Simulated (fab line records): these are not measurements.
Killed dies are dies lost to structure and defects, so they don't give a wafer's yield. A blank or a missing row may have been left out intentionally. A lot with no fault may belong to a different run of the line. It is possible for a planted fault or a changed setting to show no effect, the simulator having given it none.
Which tool was responsible?    flow gf180mcu    39 wafers from 13 lots sampled at 5 of the route's 602 steps

WHAT EACH GAUGE READ, for each wafer
GF_MVPSD_OVL_MEAS_07.
lot   measured      on          MVPSD_OVL (nm)
L600  day 5 02:53   overlay-01  0.8 0.4 0.2
L601  day 5 10:00   overlay-01  1.8 1.7 1.6
L604  day 6 02:07   overlay-02  1.8 1.4 2.6
L606  day 6 12:28   overlay-02  2.4 0.5 0.7
L607  day 6 19:17   overlay-01  3.7 2.0 2.1
L608  day 6 23:56   overlay-01  1.2 1.8 1.5
L610  day 7 12:18   overlay-02  3.4 4.4 6.4
L611  day 7 18:32   overlay-01  3.2 2.8 3.3
L612  day 7 23:00   overlay-02  -1.3 0.6 -0.9
L613  day 8 05:13   overlay-02  0.8 1.0 1.3
L616  day 9 01:11   overlay-01  1.5 0.4 0.5
L619  day 9 17:34   overlay-01  1.7 1.8 1.8
L623  day 10 21:02  overlay-01  2.9 1.9 1.4

GF_DUAL_GATE_THK_MEAS_03.
lot   measured      on             DUAL_GATE_OXIDATION_00_THK (nm)
L600  day 7 20:24   film metro-01  11.08 11.09 11.08
L601  day 8 02:26   film metro-01  10.89 11.00 11.14
L604  day 8 20:41   film metro-01  10.89 11.02 11.29
L606  day 9 10:59   film metro-01  11.10 11.01 11.15
L607  day 9 15:58   film metro-02  11.32 11.21 11.30
L608  day 9 22:31   film metro-01  10.92 10.86 10.80
L610  day 10 13:53  film metro-02  10.75 10.86 11.06
L611  day 10 17:13  film metro-02  10.67 10.59 10.79
L612  day 11 02:58  film metro-02  17.59 17.80 17.80 17.64 17.74 17.79
L613  day 11 06:14  film metro-01  11.28 11.26 11.30
L616  day 12 07:26  film metro-03  17.32 17.64 18.06 17.31 17.58 18.00
L619  day 13 01:29  film metro-01  11.16 11.15 11.07
L623  day 14 07:58  film metro-01  10.86 10.87 10.63

GF_M1_CD_MEAS_14 targets a cd of 230 nm.
lot   measured      on         cd nm (nm)
L600  day 17 10:18  cd sem-02  232.6 232.3 232.5
L601  day 17 18:24  cd sem-02  228.3 228.9 228.4
L604  day 18 22:20  cd sem-02  232.3 231.5 229.9
L606  day 19 14:44  cd sem-01  230.4 229.0 227.8
L607  day 19 22:31  cd sem-01  231.2 232.4 230.6
L608  day 20 05:11  cd sem-02  228.9 229.1 229.7
L610  day 20 23:47  cd sem-02  229.2 228.3 228.3
L611  day 21 05:00  cd sem-01  229.2 229.7 229.6
L612  day 21 14:51  cd sem-02  231.5 231.2 230.0
L613  day 22 00:13  cd sem-02  230.1 228.9 231.1
L616  day 23 04:21  cd sem-02  230.4 230.2 230.7
L619  day 24 02:16  cd sem-01  230.7 230.6 230.5
L623  day 25 10:49  cd sem-01  230.4 230.3 230.9

WHAT TOOL EACH LOT RAN ON (gives the tool, then ch and the chambers of the sampled wafers, and finally the start)
lot   GF_DUAL_GATE_OXIDATION_02                                        GF_M1_SPUTTER_01
L600  furnace-01 ch 0, day 7 18:58                                     pvd sputter-03, day 16 11:49
L601  furnace-01 ch 0, day 8 00:59                                     pvd sputter-01, day 16 19:11
L604  furnace-01 ch 0, day 8 19:13                                     pvd sputter-03, day 17 21:58
L606  furnace-01 ch 0, day 9 09:31                                     pvd sputter-03, day 18 14:56
L607  furnace-01 ch 0, day 9 14:31                                     pvd sputter-01, day 18 22:01
L608  furnace-01 ch 0, day 9 21:04                                     pvd sputter-02, day 19 04:35
L610  furnace-02 ch 0, day 10 12:26                                    pvd sputter-02, day 19 23:32
L611  furnace-02 ch 0, day 10 15:47                                    pvd sputter-02, day 20 04:26
L612  furnace-02 ch 0, day 10 23:02 and furnace-01 ch 0, day 11 01:31  pvd sputter-01, day 20 13:59
L613  furnace-01 ch 0, day 11 04:47                                    pvd sputter-01, day 21 00:49
L616  furnace-02 ch 0, day 12 04:00 and furnace-01 ch 0, day 12 05:59  pvd sputter-03, day 22 04:50
L619  furnace-01 ch 0, day 13 00:02                                    pvd sputter-01, day 23 03:23
L623  furnace-02 ch 0, day 14 06:31                                    pvd sputter-03, day 24 12:38
- GF_DUAL_GATE_OXIDATION_02: stabilise 600 s, purge 300 s, target thk 10.887 nm.
- GF_M1_SPUTTER_01: material TiN, target thk 30 nm, time 25 s.

AS READ BY THE TOOLS THEMSELVES (means over the sampled wafers that have a number; for cases with no such wafer, the mark the record gives instead)
GF_DUAL_GATE_OXIDATION_02.
lot   tool                   ox temp c (C)  spike tc bottom C (C)
L600  furnace-01             899.7          916.1
L601  furnace-01             900.4          917.2
L604  furnace-01             899.8          916.3
L606  furnace-01             900.2          915.8
L607  furnace-01             900.2          916.4
L608  furnace-01             900.2          916.8
L610  furnace-02             899.8          919.4
L611  furnace-02             899.8          919.8
L612  furnace-02/furnace-01  900.0          917.2
L613  furnace-01             899.9          915.7
L616  furnace-02/furnace-01  900.1          917.4
L619  furnace-01             900.1          915.7
L623  furnace-02             900.3          919.1

GF_M1_SPUTTER_01.
lot   tool            throttle valve pct (%)
L600  pvd sputter-03  31.1
L601  pvd sputter-01  29.8
L604  pvd sputter-03  30.2
L606  pvd sputter-03  30.7
L607  pvd sputter-01  29.6
L608  pvd sputter-02  29.7
L610  pvd sputter-02  30.1
L611  pvd sputter-02  30.1
L612  pvd sputter-01  30.4
L613  pvd sputter-01  30.8
L616  pvd sputter-03  30.6
L619  pvd sputter-01  30.5
L623  pvd sputter-03  31.2

THE ANSWER, worked out from the rows above alone
Rule: what is usual is taken from the lots themselves. The widest of any qualifying gaps counts: lots, ordered by their means at a reading, are off when they make up no more than a third of the lots, leave a main group of 4 or more, and stand apart from it by 3 or more times the standard deviation of that group's means. A main group is skipped when, at the precision printed for the reading in the tables above, its means are all equal. Also off: a lot with no number at a reading for which 4 or more lots have one. The other lots that the step has rows for count as sound. Order of review: gauges by route order, followed by the tools' own readings, for which a lot's mean as printed above is used. The first step at which some lot is off is used, and at that step the reading that is off furthest; a lot without a number counts as furthest.
Off: at GF_DUAL_GATE_THK_MEAS_03 (DUAL_GATE_OXIDATION_00_THK), L612, L616. Main group: mean 11.01 nm, sd 0.18.
If a tool, at a process step before that reading, ran all the lots that are off and no sound lot after the first of them, it fits. Gauges at GF_DUAL_GATE_THK_MEAS_03: tried the same way as those tools. None of those tried fits.

WHAT HAD BEEN PUT IN BY THE SIMULATOR
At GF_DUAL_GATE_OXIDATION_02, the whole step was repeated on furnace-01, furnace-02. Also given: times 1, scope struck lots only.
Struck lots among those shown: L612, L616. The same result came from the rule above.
